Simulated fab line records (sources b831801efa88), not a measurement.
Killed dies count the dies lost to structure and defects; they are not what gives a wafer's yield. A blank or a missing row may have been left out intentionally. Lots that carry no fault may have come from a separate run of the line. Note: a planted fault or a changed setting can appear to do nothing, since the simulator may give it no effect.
A struck lot beside a sound one	flow sky130	15 steps out of a route of 708
Sound: these wafers, L439.1, L439.2, L439.3. Wafers L453.2, L453.3, L453.6 were the ones struck. At the end, the cause is stated.
Per side, at each step with rows, come the tool, then ch with its chambers, and then its first start. Under that, the readings that differ: sound wafers	struck wafers	difference of the means	sigmas: that difference in standard deviations of wafers without a fault.
alike: same words and numbers on both sides, and readings whose means sit less than 2 such deviations apart. not compared: any withheld reading, any reading some wafer has no value for, any bound like >300 that may hide the same value, and any number with overlapping values for which the record gives no deviation.
Wherever a step has rows on one side only, a row that says differs or no value, or a row with sigmas, the two part there. Numbers that have no deviation but don't overlap get no sigmas and don't part them. A reading missing from all wafers of one side parts the sides only when that side holds two or more wafers.

first, 1 step without rows for these wafers: SKY_VIA1_CMP_24 (polishes, stops on SiO2, t overpolish 15 s, target thk 0 nm).
SKY_METAL2_SPUTTER_00: material Ti, target thk 15 nm, time 10 s.
  sound on pvd sputter-02 at day 34 03:03; struck on pvd sputter-01 at day 39 12:31
  alike: throttle valve pct
SKY_METAL2_SPUTTER_01: material TiN, target thk 20 nm, time 16.7 s.
  sound on pvd sputter-02 at day 34 03:04; struck on pvd sputter-01 at day 39 12:32
  alike: throttle valve pct
SKY_METAL2_SPUTTER_02: material AlCu, target thk 250 nm, time 13.3 s.
  sound on pvd sputter-02 at day 34 03:06; struck on pvd sputter-01 at day 39 12:34
  alike: throttle valve pct
SKY_METAL2_SPUTTER_03: material Ti, target thk 5 nm, time 3.3 s.
  sound on pvd sputter-02 at day 34 03:07; struck on pvd sputter-01 at day 39 12:35
  alike: throttle valve pct
SKY_METAL2_SPUTTER_04: material TiN, target thk 70 nm, time 58.3 s.
  sound on pvd sputter-02 at day 34 03:08; struck on pvd sputter-01 at day 39 12:36
  alike: throttle valve pct
SKY_METAL2_RS_MEAS_05: the measuring method here is four-point-probe.
  sound on film metro-01 at day 34 03:11; struck on film metro-02 at day 39 12:40
  alike: METAL2_ALCU_RS
SKY_METAL2_THK_MEAS_06: measures by xrf.
  sound on film metro-01 at day 34 03:19; struck on film metro-02 at day 39 12:47
  alike: METAL2_ALCU_THK
then, 4 steps without rows for these wafers: SKY_METAL2_DEHYDRATE_07 (time 60 s); SKY_METAL2_HMDS_08 (prime time 60 s); SKY_METAL2_COAT_09 (resist thk 60 nm); SKY_METAL2_COAT_10 (resist thk 450 nm).
SKY_METAL2_SOFTBAKE_11: time 90 s.
  sound on litho track-01 ch 0, day 34 16:00; struck on litho track-02 ch 0, day 40 00:00
reading	sound	struck	difference	sigmas
run length s (s)	119.31 119.08 119.09	124.73 124.75 124.92	+5.64	+40
then, 1 step without rows for these wafers: SKY_METAL2_EXPOSE_12 (exposes mask MM2, target cd 140 nm).
SKY_PAD_OPEN_PROBE_99:
  sound wafers here have rows in the record (prober-01, day 45 20:41); struck ones have none

## WHERE THEY PART
First at SKY_METAL2_SOFTBAKE_11; last, within this record, at SKY_PAD_OPEN_PROBE_99.

WHY: whatever the simulator had introduced
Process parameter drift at SKY_METAL2_SOFTBAKE_11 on litho track-02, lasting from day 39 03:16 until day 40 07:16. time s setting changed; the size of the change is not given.
